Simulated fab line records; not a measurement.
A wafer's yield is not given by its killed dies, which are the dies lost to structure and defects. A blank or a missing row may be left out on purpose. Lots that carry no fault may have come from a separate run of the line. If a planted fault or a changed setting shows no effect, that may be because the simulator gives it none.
Chamber matching -- flow gf180mcu -- pecvd-04 running GF_PASSIVATION_CVD_02: 3 sister chambers
The step deposits Si3N4, target thk 700 nm, time 486.18 s. 3 wafers are shown with their chamber, then 8 later ones without.

## WAFERS, EACH WITH ITS CHAMBER
wafer,chamber,heater_power_w (W)
L087.1,2,673
L087.2,1,732
L088.1,0,905

## WAFERS WHOSE CHAMBER IS MISSING
wafer,heater_power_w (W)
L088.4,745
L088.6,771
L094.1,853
L094.3,678
L094.5,626
L093.2,700
L093.5,567
L093.6,742

## EACH ONE'S CHAMBER
wafer,from the rows above,in truth
L088.4,can't be placed: 1 or 2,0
L088.6,can't be placed: 1 or 2 or 0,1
L094.1,can't be placed: 0 or 1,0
L094.3,can't be placed: 2 or 1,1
L094.5,can't be placed: 2 or 1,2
L093.2,can't be placed: 2 or 1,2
L093.5,can't be placed: 2 or 1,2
L093.6,can't be placed: 1 or 2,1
Correctly placed: 0 of 8. Can't be placed from these rows: 8 (the true chamber is among the candidates in 7). Placed wrongly: 0.
How it was worked out, from the rows above alone: a wafer's distance from a chamber is the root of the sum, over the readings, of the square of ((its reading less the chamber's mean) divided by the reading's scatter). The wafer belongs to the nearest chamber; if the next one is less than 2 further off, it can't be placed. Each chamber's mean is taken over the wafers shown for it. The scatter (one wafer shown for each chamber): square how far every hidden wafer sits from the nearest shown wafer, average those squares and take the square root.
